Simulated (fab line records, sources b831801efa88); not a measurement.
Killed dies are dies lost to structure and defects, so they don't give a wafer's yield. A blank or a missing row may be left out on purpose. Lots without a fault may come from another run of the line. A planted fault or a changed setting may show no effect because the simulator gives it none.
Which tool did it? | flow gf180mcu | 11 lots, 33 wafers sampled, at 6 steps of a route of 602

WHAT THE GAUGES READ, wafer by wafer
GF_STI_THK_MEAS_30.
lot  | measured    | on            | STI_OXIDATION_02_THK (nm)
L779 | day 2 17:25 | film_metro-03 | 9.98 10.01 10.18
L782 | day 3 05:03 | film_metro-03 | 9.93 9.70 9.92
L781 | day 3 05:05 | film_metro-04 | 10.02 10.14 10.01
L786 | day 4 00:33 | film_metro-04 | 9.60 9.46 9.63
L789 | day 4 16:58 | film_metro-04 | 10.03 10.04 10.12
L790 | day 4 20:55 | film_metro-03 | 9.77 9.90 9.76
L793 | day 5 18:37 | film_metro-03 | 9.93 9.81 9.83
L798 | day 7 03:55 | film_metro-02 | 9.91 9.86 9.91
L799 | day 7 03:55 | film_metro-04 | 9.80 9.58 9.74
L800 | day 7 15:42 | film_metro-04 | 10.15 10.27 10.15
L801 | day 7 17:05 | film_metro-03 | 10.07 10.03 9.99

GF_MVSD_TW_MEAS_11.
lot  | measured     | on            | MVSD_TW
L779 | day 4 22:51  | film_metro-03 | 1598 1602 1603
L782 | day 5 10:39  | film_metro-01 | 1563 1567 1567
L781 | day 5 11:01  | film_metro-01 | 1567 1566 1569
L786 | day 6 08:41  | film_metro-01 | 1550 1550 1557
L789 | day 7 01:25  | film_metro-03 | 1786 1792 1790
L790 | day 7 04:15  | film_metro-01 | 1736 1745 1738
L793 | day 8 05:16  | film_metro-01 | 1560 1555 1559
L798 | day 9 22:08  | film_metro-03 | 1607 1612 1610
L799 | day 9 21:42  | film_metro-03 | 1596 1608 1616
L800 | day 10 12:11 | film_metro-01 | 1564 1560 1557
L801 | day 10 14:29 | film_metro-02 | 1539 1532 1529

GF_VT_IMPLANT_RS_MEAS_46: measures by four-point-probe.
lot  | measured     | on            | MVSD_RS (ohm/sq)
L779 | day 7 23:25  | film_metro-02 | 456.1 455.7 456.3
L782 | day 8 11:00  | film_metro-03 | 457.6 457.4 456.7
L781 | day 8 11:59  | film_metro-01 | 456.8 457.9 456.8
L786 | day 9 14:20  | film_metro-03 | 458.1 458.2 456.9
L789 | day 10 13:22 | film_metro-01 | - - -
L790 | day 10 15:19 | film_metro-01 | - - -
L793 | day 11 21:07 | film_metro-02 | 455.8 454.8 457.4
L798 | day 13 22:21 | film_metro-03 | 455.6 455.9 457.0
L799 | day 13 21:00 | film_metro-03 | 455.5 455.2 454.7
L800 | day 14 13:14 | film_metro-01 | 456.6 456.0 455.6
L801 | day 14 16:51 | film_metro-01 | 456.7 459.1 457.3

WHICH TOOL RAN EACH LOT (tool, then ch and the chambers of the sampled wafers, then the start)
lot  | GF_NWELL_STRIP_10                   | GF_MVSD_IMPLANT_08              | GF_MVPSD_STRIP_10
L779 | plasma_asher-04 ch 0,1, day 3 19:31 | implanter-03 ch 0, day 4 22:30  | plasma_asher-01 ch 0,1, day 5 13:07
L782 | plasma_asher-02 ch 0,1, day 4 07:05 | implanter-03 ch 0, day 5 10:15  | plasma_asher-03 ch 0,1, day 6 00:33
L781 | plasma_asher-01 ch 0,1, day 4 07:56 | implanter-03 ch 0, day 5 10:37  | plasma_asher-01 ch 0,1, day 6 00:38
L786 | plasma_asher-02 ch 0,1, day 5 04:10 | implanter-02 ch 0, day 6 08:19  | plasma_asher-02 ch 0,1, day 6 23:23
L789 | plasma_asher-01 ch 0,1, day 5 20:34 | implanter-03 ch 0, day 7 01:02  | plasma_asher-03 ch 0,1, day 7 16:28
L790 | plasma_asher-02 ch 0,1, day 6 00:23 | implanter-03 ch 0, day 7 03:52  | plasma_asher-03 ch 0,1, day 7 19:17
L793 | plasma_asher-01 ch 0,1, day 6 23:06 | implanter-02 ch 0, day 8 04:55  | plasma_asher-02 ch 0,1, day 8 21:04
L798 | plasma_asher-01 ch 0,1, day 8 11:31 | implanter-04 ch 0, day 9 21:44  | plasma_asher-03 ch 0,1, day 10 15:47
L799 | plasma_asher-02 ch 0,1, day 8 11:14 | implanter-02 ch 0, day 9 21:19  | plasma_asher-01 ch 1, day 10 15:26
L800 | plasma_asher-01 ch 0,1, day 9 00:40 | implanter-04 ch 0, day 10 11:47 | plasma_asher-01 ch 0,1, day 11 06:16
L801 | plasma_asher-04 ch 0,1, day 9 02:19 | implanter-03 ch 0, day 10 14:05 | plasma_asher-03 ch 0,1, day 11 09:07
- GF_NWELL_STRIP_10: strips in O2/N2.
- GF_MVSD_IMPLANT_08
- GF_MVPSD_STRIP_10: strips in O2/N2.

WHAT THE TOOLS THEMSELVES READ (means of the sampled wafers that have a number; where no wafer has one, the mark that the record gives instead)
GF_NWELL_STRIP_10.
lot  | tool            | chamber_pressure_mTorr (mTorr) | drypump_motor_current_A (A) | heater_power_w (W) | oes_product_au (a.u.) | strip_time_to_endpoint_s (s)
L779 | plasma_asher-04 | 1500.6                         | 5.67                        | 332                | 0.723                 | 36.98
L782 | plasma_asher-02 | 1499.2                         | 5.42                        | 316                | 0.723                 | 37.01
L781 | plasma_asher-01 | 1498.6                         | 5.68                        | 300                | 0.717                 | 36.83
L786 | plasma_asher-02 | 1500.7                         | 5.40                        | 316                | 0.721                 | 36.78
L789 | plasma_asher-01 | 1499.6                         | 5.82                        | 296                | 0.727                 | 36.99
L790 | plasma_asher-02 | 1498.8                         | 5.41                        | 321                | 0.724                 | 37.04
L793 | plasma_asher-01 | 1500.0                         | 5.70                        | 303                | 0.719                 | 37.01
L798 | plasma_asher-01 | 1499.9                         | 5.68                        | 300                | 0.721                 | 37.04
L799 | plasma_asher-02 | 1499.4                         | 5.59                        | 320                | 0.721                 | 37.06
L800 | plasma_asher-01 | 1501.1                         | 5.85                        | 291                | 0.721                 | 36.96
L801 | plasma_asher-04 | 1500.2                         | 5.67                        | 338                | 0.718                 | 37.11

GF_MVSD_IMPLANT_08.
lot  | tool         | tilt_deg (degrees)
L779 | implanter-03 | 0.014
L782 | implanter-03 | 0.002
L781 | implanter-03 | 0.027
L786 | implanter-02 | 0.014
L789 | implanter-03 | 18.532
L790 | implanter-03 | 18.553
L793 | implanter-02 | -0.023
L798 | implanter-04 | -0.013
L799 | implanter-02 | -0.020
L800 | implanter-04 | 0.006
L801 | implanter-03 | -0.012

GF_MVPSD_STRIP_10.
lot  | tool            | chamber_pressure_mTorr (mTorr) | drypump_motor_current_A (A) | heater_power_w (W) | oes_product_au (a.u.) | strip_time_to_endpoint_s (s)
L779 | plasma_asher-01 | 1499.9                         | 5.8                         | 294                | 0.725                 | 36.92
L782 | plasma_asher-03 | 1501.1                         | 6.3                         | 308                | 0.724                 | 36.87
L781 | plasma_asher-01 | 1499.0                         | 5.7                         | 300                | 0.724                 | 36.96
L786 | plasma_asher-02 | 1500.7                         | 5.5                         | 314                | 0.726                 | 37.06
L789 | plasma_asher-03 | 1500.2                         | 6.4                         | 302                | 0.723                 | 37.09
L790 | plasma_asher-03 | 1500.2                         | 6.1                         | 310                | 0.723                 | 37.15
L793 | plasma_asher-02 | 1499.4                         | 5.6                         | 322                | 0.723                 | 37.11
L798 | plasma_asher-03 | 1499.5                         | 6.4                         | 306                | 0.719                 | 36.98
L799 | plasma_asher-01 | 1499.4                         | 5.5                         | 301                | 0.724                 | 37.04
L800 | plasma_asher-01 | 1499.6                         | 5.7                         | 297                | 0.724                 | 36.97
L801 | plasma_asher-03 | 1500.3                         | 6.1                         | 310                | 0.719                 | 37.11

THE ANSWER, worked out from the rows above alone
Rule: what is usual is taken from the lots themselves. Put in order of their means at a reading, lots are off if they are a third of the lots or fewer, leave a main group of 4 or more, and stand apart from it by a gap of 3 or more times the standard deviation of the main group's means; of several such gaps the widest counts. A main group whose means are all the same, to the digits that the tables above print for the reading, isn't used. A lot without any number at a reading at which 4 lots or more have one is off too. The other lots that the step has rows for count as sound. The gauges are gone through in route order, then the tools' own readings, and for those a lot's mean is taken as printed above. The first step at which some lot is off is used, and at that step the reading that is off furthest; a lot without a number counts as furthest.
Off: L789, L790, at GF_MVSD_TW_MEAS_11 (MVSD_TW). The main group: mean 1573, standard deviation 25.
A tool fits if, at a process step before that reading, it ran every lot that is off, and no sound lot after the first of them. The gauges at GF_MVSD_TW_MEAS_11 aren't tried: what is off there is off at GF_MVSD_IMPLANT_08 too, on other tools, and a gauge's error can't cause that. None of those tried fits.

WHAT THE SIMULATOR HAD PUT IN
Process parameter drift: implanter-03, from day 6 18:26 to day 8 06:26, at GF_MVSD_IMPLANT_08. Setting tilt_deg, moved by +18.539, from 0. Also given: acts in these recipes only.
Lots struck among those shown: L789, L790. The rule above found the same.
